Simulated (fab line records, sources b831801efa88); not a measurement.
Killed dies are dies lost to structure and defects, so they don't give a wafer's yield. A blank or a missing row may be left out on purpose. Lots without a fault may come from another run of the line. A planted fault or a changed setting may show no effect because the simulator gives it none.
Which tool did it? | flow sky130 | 12 lots, 36 wafers sampled, at 5 steps of a route of 708

WHAT THE GAUGES READ, wafer by wafer
SKY_VIA1_THK_MEAS_01. Usual: VIA1_HDPCVD_THK 1029 nm, standard deviation 13.
lot  | measured     | on            | VIA1_HDPCVD_THK (nm) | flag
L908 | day 33 03:41 | film_metro-02 | 1015 1005 1021       |
L909 | day 33 17:15 | film_metro-02 | 1023 1030 1022       |
L911 | day 33 20:35 | film_metro-03 | 1050 1037 1053       |
L912 | day 34 04:58 | film_metro-03 | 1033 1040 1021       |
L913 | day 34 19:21 | film_metro-03 | 1013 1014 1034       |
L915 | day 35 16:58 | film_metro-03 | 1012 1015 1025       |
L916 | day 35 21:15 | film_metro-03 | 1047 1022 1024       |
L919 | day 36 12:47 | film_metro-03 | 1018 1027 1005       |
L923 | day 37 22:18 | film_metro-02 | 1033 522 1013        | OFF
L925 | day 38 09:46 | film_metro-03 | 520 1045 528         | OFF
L926 | day 38 11:18 | film_metro-04 | 1013 1028 1024       |
L930 | day 40 01:13 | film_metro-03 | 1039 1030 1038       |

SKY_VIA1_CD_MEAS_12: target cd 150 nm. Usual: cd_nm 150.3 nm, standard deviation 1.8.
lot  | measured     | on        | cd_nm (nm)        | flag
L908 | day 34 06:18 | cd_sem-02 | 151.4 151.7 152.3 |
L909 | day 34 20:04 | cd_sem-02 | 151.8 152.8 152.7 |
L911 | day 34 23:47 | cd_sem-02 | 152.5 151.7 152.1 |
L912 | day 35 07:47 | cd_sem-02 | 150.8 150.4 148.8 |
L913 | day 35 21:53 | cd_sem-01 | 152.8 153.3 153.3 |
L915 | day 36 19:59 | cd_sem-02 | 149.9 148.9 150.0 |
L916 | day 36 23:47 | cd_sem-02 | 148.4 147.8 147.0 |
L919 | day 37 14:52 | cd_sem-02 | 148.8 148.0 146.6 |
L923 | day 38 23:55 | cd_sem-01 | 150.2 152.1 152.3 |
L925 | day 39 11:55 | cd_sem-01 | 152.2 151.6 151.7 |
L926 | day 39 12:35 | cd_sem-02 | 149.5 152.0 149.7 |
L930 | day 41 02:00 | cd_sem-02 | 148.9 147.9 149.0 |

SKY_VIA1_OVL_MEAS_13. Usual: VIA1_OVL -2 nm, standard deviation 4.4.
lot  | measured     | on         | VIA1_OVL (nm) | flag
L908 | day 34 06:25 | overlay-01 | -1 -1 9       |
L909 | day 34 20:10 | overlay-01 | -4 -1 0       |
L911 | day 34 23:52 | overlay-02 | -1 -3 1       |
L912 | day 35 07:52 | overlay-01 | -2 -8 -6      |
L913 | day 35 21:59 | overlay-02 | 3 -2 0        |
L915 | day 36 20:07 | overlay-01 | 4 -1 -3       |
L916 | day 36 23:54 | overlay-02 | -4 0 -2       |
L919 | day 37 14:59 | overlay-01 | -5 -2 -1      |
L923 | day 39 00:02 | overlay-02 | -2 -7 2       |
L925 | day 39 12:01 | overlay-01 | -6 -1 -4      |
L926 | day 39 12:42 | overlay-01 | -2 0 -4       |
L930 | day 41 02:07 | overlay-02 | -2 4 1        |

WHICH TOOL RAN EACH LOT (tool, then ch and the chambers of the sampled wafers, then the start)
lot  | SKY_METAL1_ETCH_18                | SKY_VIA1_HDPCVD_00
L908 | rie_metal-03 ch 0,1, day 33 02:47 | hdpcvd-01 ch 0,1, day 33 03:35
L909 | rie_metal-04 ch 0,1, day 33 16:24 | hdpcvd-01 ch 0,1,2, day 33 17:07
L911 | rie_metal-03 ch 0,1, day 33 19:43 | hdpcvd-02 ch 0,1,2, day 33 20:29
L912 | rie_metal-03 ch 0,1, day 34 04:05 | hdpcvd-02 ch 0,1,2, day 34 04:52
L913 | rie_metal-04 ch 0,1, day 34 18:29 | hdpcvd-02 ch 0,1,2, day 34 19:14
L915 | rie_metal-02 ch 1, day 35 16:05   | hdpcvd-01 ch 0,1, day 35 16:51
L916 | rie_metal-02 ch 0,1, day 35 20:23 | hdpcvd-02 ch 0,1,2, day 35 21:08
L919 | rie_metal-04 ch 0,1, day 36 11:53 | hdpcvd-01 ch 0,1,2, day 36 12:40
L923 | rie_metal-02 ch 0,1, day 37 21:26 | hdpcvd-02 ch 0,2, day 37 22:11
L925 | rie_metal-02 ch 0,1, day 38 08:55 | hdpcvd-02 ch 0,2, day 38 09:38
L926 | rie_metal-04 ch 0, day 38 10:26   | hdpcvd-01 ch 0,2, day 38 11:11
L930 | rie_metal-02 ch 0,1, day 40 00:20 | hdpcvd-01 ch 0,1,2, day 40 01:06
- SKY_METAL1_ETCH_18: etches BARC in N2/H2, stops on SiO2, time 45.9 s, target depth 60 nm.
- SKY_VIA1_HDPCVD_00: deposits SiO2, target thk 1030 nm, time 171.7 s.

WHAT THE TOOLS THEMSELVES READ (means of the sampled wafers that have a number; where no wafer has one, the mark that the record gives instead)
SKY_METAL1_ETCH_18. Usual: bias_w 100.0 W, standard deviation 0.32; drypump_motor_current_A 5.75 A, standard deviation 0.3; he_backside_leak_sccm 3.3 sccm, standard deviation 0.42; oes_product_au 0.855 a.u., standard deviation 0.0049; throttle_valve_pct 13.225 %, standard deviation 0.0089.
lot  | tool         | bias_w (W) | drypump_motor_current_A (A) | he_backside_leak_sccm (sccm) | oes_product_au (a.u.) | throttle_valve_pct (%) | flag
L908 | rie_metal-03 | 100.4      | 5.98                        | 3.1                          | 0.860                 | 13.226                 |
L909 | rie_metal-04 | 100.0      | 5.47                        | 3.4                          | 0.846                 | 13.222                 |
L911 | rie_metal-03 | 99.9       | 6.13                        | 3.1                          | 0.858                 | 13.231                 |
L912 | rie_metal-03 | 100.0      | 5.95                        | 3.2                          | 0.858                 | 13.230                 |
L913 | rie_metal-04 | 100.0      | 5.48                        | 3.4                          | 0.857                 | 13.226                 |
L915 | rie_metal-02 | 99.3       | 5.80                        | 3.3                          | 0.862                 | 13.228                 |
L916 | rie_metal-02 | 100.3      | 5.71                        | 3.3                          | 0.853                 | 13.221                 |
L919 | rie_metal-04 | 100.0      | 5.58                        | 3.5                          | 0.860                 | 13.225                 |
L923 | rie_metal-02 | 100.0      | 5.71                        | 3.3                          | 0.853                 | 13.218                 |
L925 | rie_metal-02 | 100.1      | 5.77                        | 3.3                          | 0.855                 | 13.221                 |
L926 | rie_metal-04 | 99.8       | 5.39                        | 3.4                          | 0.854                 | 13.224                 |
L930 | rie_metal-02 | 100.2      | 5.75                        | 3.2                          | 0.857                 | 13.215                 |

SKY_VIA1_HDPCVD_00. Usual: sih4_flow_sccm 60.02 sccm, standard deviation 0.19.
lot  | tool      | sih4_flow_sccm (sccm) | flag
L908 | hdpcvd-01 | 59.97                 |
L909 | hdpcvd-01 | 59.97                 |
L911 | hdpcvd-02 | 59.79                 |
L912 | hdpcvd-02 | 60.05                 |
L913 | hdpcvd-02 | 60.18                 |
L915 | hdpcvd-01 | 60.14                 |
L916 | hdpcvd-02 | 59.93                 |
L919 | hdpcvd-01 | 60.10                 |
L923 | hdpcvd-02 | 50.07                 | OFF
L925 | hdpcvd-02 | 39.93                 | OFF
L926 | hdpcvd-01 | 60.19                 |
L930 | hdpcvd-01 | 60.02                 |

THE ANSWER, worked out from the rows above alone
Rule: a lot is off if the mean of its wafers that have a number lies more than 3 standard deviations from the usual mean. A lot without any number at a reading at which 4 lots or more have one is off too. The other lots that the step has rows for count as sound. The gauges are gone through in route order, then the tools' own readings, and for those a lot's mean is taken as printed above. The first step at which some lot is off is used, and at that step the reading that is off furthest; a lot without a number counts as furthest.
Off: L923, L925, at SKY_VIA1_THK_MEAS_01 (VIA1_HDPCVD_THK).
A tool fits if, at a process step before that reading, it ran every lot that is off, and no sound lot after the first of them. The gauges at SKY_VIA1_THK_MEAS_01 aren't tried: what is off there is off at SKY_VIA1_HDPCVD_00 too, on other tools, and a gauge's error can't cause that. One fits: hdpcvd-02 at SKY_VIA1_HDPCVD_00. Its last sound lot is L916 (day 35 21:08), its first lot that is off L923 (day 37 22:11): a fault that began between those two fits.
The tool's own readings at SKY_VIA1_HDPCVD_00 bear it out: on the lots that are off they differ by more than 5 times the standard deviation of the sound lots' means. sih4_flow_sccm reads 45.00 sccm there against 60.03 sccm on the sound lots.

WHAT THE SIMULATOR HAD PUT IN
Process parameter drift: hdpcvd-02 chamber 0, from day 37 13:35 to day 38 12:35, at SKY_VIA1_HDPCVD_00. Setting sih4_flow_sccm, moved by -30, from 60. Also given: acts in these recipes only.
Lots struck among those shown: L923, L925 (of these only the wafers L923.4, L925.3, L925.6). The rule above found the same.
